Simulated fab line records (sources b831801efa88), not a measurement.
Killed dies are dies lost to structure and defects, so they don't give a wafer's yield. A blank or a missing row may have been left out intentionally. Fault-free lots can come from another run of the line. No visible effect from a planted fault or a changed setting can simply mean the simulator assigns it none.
One fault seen from 2 desks :: flow sky130 :: numbers are kept per desk, each desk with only its own; the story behind them comes last

## TOOL OWNER'S DESK, lpcvd-03
The tool's own readings at SKY_SONOS_ONO_CVD_04 (deposits SiO2 from SiH4/N2O, target thk 5.7199 nm): means of the sampled wafers that have a number, for each lot that ran on this tool. A lot is out of limits, marked OUT, if its mean lies more than 4 standard deviations from the usual mean; the brackets give that distance.
Columns: A = spike_tc_centre_C at SKY_SONOS_ONO_CVD_04, usual 900.4 C; B = zone_power_bottom_pct at SKY_SONOS_ONO_CVD_04, usual 28.2 %; C = zone_power_upper_pct at SKY_SONOS_ONO_CVD_04, usual 18.1 %
lot: L153
first seen here: day 11 15:18
A: 901.2
B: 31.3
C: 19.8

lot: L154
first seen here: day 11 15:18
A: 900.6
B: 26.4
C: 17.1

lot: L155
first seen here: day 11 21:59
A: 900.8
B: 26.3
C: 17.0

lot: L157
first seen here: day 12 12:39
A: 900.7
B: 26.7
C: 17.2

lot: L158
first seen here: day 13 03:11
A: 900.4
B: 26.3
C: 17.0

lot: L167
first seen here: day 16 04:22
A: 900.6
B: 26.7
C: 17.2

lot: L168
first seen here: day 16 22:16
A: 900.6
B: 31.0
C: 20.0

lot: L170
first seen here: day 17 06:15
A: 899.6
B: 26.7
C: 17.0

lot: L171
first seen here: day 17 17:10
A: 901.1
B: 26.6
C: 17.1

lot: L172
first seen here: day 18 02:53
A: 900.1
B: 31.3
C: 19.7

lot: L173
first seen here: day 18 08:04
A: 900.1
B: 31.1
C: 19.9

lot: L174
first seen here: day 18 09:19
A: 900.3
B: 26.5
C: 17.2

lot: L175
first seen here: day 18 18:34
A: 899.9
B: 26.4
C: 17.1
This desk found nothing out of limits on any of the 13 lots.

## THE METROLOGY DESK
Lot by lot, what the gauges showed, no matter which tool ran the lot: averages of those sampled wafers that carry a number. A lot is out of limits, marked OUT, if its mean lies more than 4 standard deviations from the usual mean; the brackets give that distance.
Columns: A = VIA4_W_RS at SKY_VIA4_RS_MEAS_19, usual 0.2248 ohm/sq
lot: L153
first seen here: day 42 20:50
A: 0.2245

lot: L154
first seen here: day 42 21:11
A: 0.2284

lot: L155
first seen here: day 43 00:27
A: 0.2274

lot: L157
first seen here: day 43 19:50
A: 0.2236

lot: L158
first seen here: day 44 06:35
A: 0.2230

lot: L167
first seen here: day 46 17:39
A: 0.2216

lot: L168
first seen here: day 47 04:34
A: 0.2252

lot: L170
first seen here: day 47 13:42
A: 0.2238

lot: L171
first seen here: day 47 15:08
A: 0.2227

lot: L172
first seen here: day 47 21:59
A: 0.2241

lot: L174
first seen here: day 47 23:14
A: 0.2246

lot: L173
first seen here: day 48 04:25
A: 0.2274

lot: L175
first seen here: day 48 08:40
A: 0.2265
This desk found nothing out of limits on any of the 13 lots.

## BROUGHT TOGETHER
The tool owner's desk saw nothing out of limits.
At the metrology desk, nothing out of limits was observed.

## WHAT THE SIMULATOR HAD PUT IN
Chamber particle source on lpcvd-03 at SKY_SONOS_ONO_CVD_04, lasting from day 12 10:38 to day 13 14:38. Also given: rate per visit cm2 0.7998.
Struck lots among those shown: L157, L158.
